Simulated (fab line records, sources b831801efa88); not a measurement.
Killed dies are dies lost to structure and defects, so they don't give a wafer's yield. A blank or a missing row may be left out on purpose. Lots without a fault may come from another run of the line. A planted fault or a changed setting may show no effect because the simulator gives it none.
Which tool did it? | flow sky130 | 12 lots, 36 wafers sampled, at 6 steps of a route of 708

WHAT THE GAUGES READ, wafer by wafer
The record holds no reading of a measuring or inspecting step that can be judged against a usual standard deviation.

WHICH TOOL RAN EACH LOT (tool, then ch and the chambers of the sampled wafers, then the start)
lot  | SKY_VIA2_CMP_02               | SKY_VIA2_ETCH_15                   | SKY_METAL3_SPUTTER_00        | SKY_METAL3_SPUTTER_01        | SKY_METAL3_SPUTTER_04        | SKY_PAD_OPEN_PROBE_99
L569 | cmp-02 ch 0,1,2, day 35 18:13 | rie_diel-04 ch 0,2, day 36 20:46   | pvd_sputter-02, day 36 22:05 | pvd_sputter-02, day 36 22:07 | pvd_sputter-02, day 36 22:11 | -
L570 | cmp-02 ch 0,1,2, day 36 05:44 | rie_diel-02 ch 0,2,3, day 37 08:16 | pvd_sputter-04, day 37 09:38 | pvd_sputter-04, day 37 09:40 | pvd_sputter-04, day 37 09:44 | -
L571 | cmp-01 ch 0,1, day 36 11:45   | rie_diel-02 ch 0,1,3, day 37 15:04 | pvd_sputter-04, day 37 16:24 | pvd_sputter-04, day 37 16:25 | pvd_sputter-04, day 37 16:31 | -
L572 | cmp-01 ch 0,2,3, day 36 13:20 | rie_diel-04 ch 1,3, day 37 15:43   | pvd_sputter-03, day 37 17:10 | pvd_sputter-03, day 37 17:11 | pvd_sputter-03, day 37 17:16 | prober-01, day 46 23:29
L573 | cmp-02 ch 0,2,3, day 36 16:47 | rie_diel-03 ch 2,3, day 37 19:13   | pvd_sputter-03, day 37 20:32 | pvd_sputter-03, day 37 20:34 | pvd_sputter-03, day 37 20:39 | -
L574 | cmp-01 ch 0,1,2, day 37 08:56 | rie_diel-02 ch 0,1,3, day 38 09:55 | pvd_sputter-04, day 38 11:16 | pvd_sputter-04, day 38 11:17 | pvd_sputter-04, day 38 11:22 | -
L575 | cmp-01 ch 0,1,3, day 37 14:32 | rie_diel-04 ch 0,1, day 38 16:25   | pvd_sputter-04, day 38 17:44 | pvd_sputter-04, day 38 17:46 | pvd_sputter-04, day 38 17:50 | -
L576 | cmp-01 ch 0,1,2, day 37 15:00 | rie_diel-04 ch 0,1,2, day 38 17:34 | pvd_sputter-02, day 38 18:53 | pvd_sputter-02, day 38 18:55 | pvd_sputter-02, day 38 18:59 | -
L577 | cmp-01 ch 0,2,3, day 37 21:36 | rie_diel-02 ch 0,1,2, day 38 23:04 | pvd_sputter-04, day 39 00:23 | pvd_sputter-04, day 39 00:25 | pvd_sputter-04, day 39 00:29 | -
L586 | cmp-02 ch 0,1,2, day 41 01:31 | rie_diel-03 ch 1,3, day 42 01:55   | pvd_sputter-02, day 42 03:15 | pvd_sputter-02, day 42 03:16 | pvd_sputter-02, day 42 03:22 | prober-02, day 50 05:05
L588 | cmp-01 ch 0,2,3, day 41 07:33 | rie_diel-04 ch 0,1,3, day 42 07:37 | pvd_sputter-02, day 42 08:56 | pvd_sputter-02, day 42 08:58 | pvd_sputter-02, day 42 09:02 | prober-02, day 50 11:23
L590 | cmp-01 ch 1,3, day 41 18:01   | rie_diel-02 ch 1,2, day 42 18:19   | pvd_sputter-02, day 42 19:47 | pvd_sputter-02, day 42 19:48 | pvd_sputter-02, day 42 19:53 | -
- SKY_VIA2_CMP_02: polishes SiO2.
- SKY_VIA2_ETCH_15: etches SiO2 in C4F8/O2/Ar, stops on TiN, target depth 546 nm, time 84 s.
- SKY_METAL3_SPUTTER_00: material Ti, target thk 15 nm, time 10 s.
- SKY_METAL3_SPUTTER_01: material TiN, target thk 20 nm, time 16.7 s.
- SKY_METAL3_SPUTTER_04: material TiN, target thk 70 nm, time 58.3 s.
- SKY_PAD_OPEN_PROBE_99

WHAT THE TOOLS THEMSELVES READ (means of the sampled wafers that have a number; where no wafer has one, the mark that the record gives instead)
SKY_VIA2_CMP_02.
lot  | tool   | motor_current_A (A) | platen_rpm (rpm)
L569 | cmp-02 | 11.3                | 60.01
L570 | cmp-02 | 11.2                | 60.00
L571 | cmp-01 | 13.7                | 60.03
L572 | cmp-01 | 13.3                | 60.02
L573 | cmp-02 | 11.5                | 60.03
L574 | cmp-01 | 12.4                | 60.00
L575 | cmp-01 | 13.1                | 60.02
L576 | cmp-01 | 12.4                | 60.02
L577 | cmp-01 | 13.4                | 60.01
L586 | cmp-02 | 11.6                | 59.97
L588 | cmp-01 | 13.2                | 59.96
L590 | cmp-01 | 11.7                | 60.03

SKY_VIA2_ETCH_15.
lot  | tool        | chamber_pressure_mTorr (mTorr) | oes_product_au (a.u.)
L569 | rie_diel-04 | 40.01                          | 0.940
L570 | rie_diel-02 | 40.00                          | 0.940
L571 | rie_diel-02 | 39.98                          | 0.939
L572 | rie_diel-04 | 39.97                          | 0.935
L573 | rie_diel-03 | 39.98                          | 0.937
L574 | rie_diel-02 | 39.97                          | 0.941
L575 | rie_diel-04 | 39.99                          | 0.919
L576 | rie_diel-04 | 39.96                          | 0.921
L577 | rie_diel-02 | 40.02                          | 0.924
L586 | rie_diel-03 | 40.00                          | 0.939
L588 | rie_diel-04 | 40.03                          | 0.943
L590 | rie_diel-02 | 39.98                          | 0.938

SKY_METAL3_SPUTTER_00.
lot  | tool           | throttle_valve_pct (%)
L569 | pvd_sputter-02 | 29.5
L570 | pvd_sputter-04 | 30.7
L571 | pvd_sputter-04 | 30.4
L572 | pvd_sputter-03 | 30.0
L573 | pvd_sputter-03 | 30.1
L574 | pvd_sputter-04 | 30.7
L575 | pvd_sputter-04 | 30.8
L576 | pvd_sputter-02 | 29.2
L577 | pvd_sputter-04 | 29.8
L586 | pvd_sputter-02 | 29.8
L588 | pvd_sputter-02 | 29.7
L590 | pvd_sputter-02 | 29.4

SKY_METAL3_SPUTTER_01.
lot  | tool           | throttle_valve_pct (%)
L569 | pvd_sputter-02 | 29.4
L570 | pvd_sputter-04 | 30.5
L571 | pvd_sputter-04 | 30.4
L572 | pvd_sputter-03 | 30.0
L573 | pvd_sputter-03 | 30.3
L574 | pvd_sputter-04 | 30.7
L575 | pvd_sputter-04 | 30.6
L576 | pvd_sputter-02 | 29.2
L577 | pvd_sputter-04 | 29.7
L586 | pvd_sputter-02 | 29.9
L588 | pvd_sputter-02 | 29.8
L590 | pvd_sputter-02 | 29.2

SKY_METAL3_SPUTTER_04.
lot  | tool           | throttle_valve_pct (%)
L569 | pvd_sputter-02 | 29.6
L570 | pvd_sputter-04 | 30.6
L571 | pvd_sputter-04 | 30.5
L572 | pvd_sputter-03 | 29.7
L573 | pvd_sputter-03 | 30.0
L574 | pvd_sputter-04 | 30.7
L575 | pvd_sputter-04 | 30.9
L576 | pvd_sputter-02 | 29.2
L577 | pvd_sputter-04 | 29.7
L586 | pvd_sputter-02 | 29.9
L588 | pvd_sputter-02 | 29.9
L590 | pvd_sputter-02 | 29.4

SKY_PAD_OPEN_PROBE_99.
lot  | tool      | defect_limited_yield (%) | killed_at_M0_to_M3 | killed_at_M4_up | killed_at_contacts | killed_at_front_end | killed_at_other | killed_dies | killed_open | killed_short | sort_bin_3_pad_short (%) | sort_bin_5_function (%) | sort_bin_6_memory (%) | sort_n_pass | sort_yield_pct (%)
L572 | prober-01 | 82.2                     | 40                 | 1.3             | 25                 | 21                  | 0.3             | 88          | 51          | 37           | 0.7                      | 10.6                    | 6.6                   | 404         | 82.2
L586 | prober-02 | 82.1                     | 42                 | 2.3             | 27                 | 15                  | 1.3             | 88          | 48          | 38           | 0.9                      | 10.8                    | 6.2                   | 404         | 82.1
L588 | prober-02 | 80.4                     | 46                 | 1.3             | 29                 | 20                  | 0.0             | 96          | 53          | 43           | 0.9                      | 11.6                    | 7.0                   | 396         | 80.4

THE ANSWER, worked out from the rows above alone
Rule: what is usual is taken from the lots themselves. Put in order of their means at a reading, lots are off if they are a third of the lots or fewer, leave a main group of 4 or more, and stand apart from it by a gap of 3 or more times the standard deviation of the main group's means; of several such gaps the widest counts. A main group whose means are all the same, to the digits that the tables above print for the reading, isn't used. A lot without any number at a reading at which 4 lots or more have one is off too. The other lots that the step has rows for count as sound. The gauges are gone through in route order, then the tools' own readings, and for those a lot's mean is taken as printed above. The first step at which some lot is off is used, and at that step the reading that is off furthest; a lot without a number counts as furthest.
Off: L575, L576, L577, at SKY_VIA2_ETCH_15 (oes_product_au). The main group: mean 0.939 a.u., standard deviation 0.0022.
A tool fits if, at that step or a process step before it, it ran every lot that is off, and no sound lot after the first of them. None of those tried fits.

WHAT THE SIMULATOR HAD PUT IN
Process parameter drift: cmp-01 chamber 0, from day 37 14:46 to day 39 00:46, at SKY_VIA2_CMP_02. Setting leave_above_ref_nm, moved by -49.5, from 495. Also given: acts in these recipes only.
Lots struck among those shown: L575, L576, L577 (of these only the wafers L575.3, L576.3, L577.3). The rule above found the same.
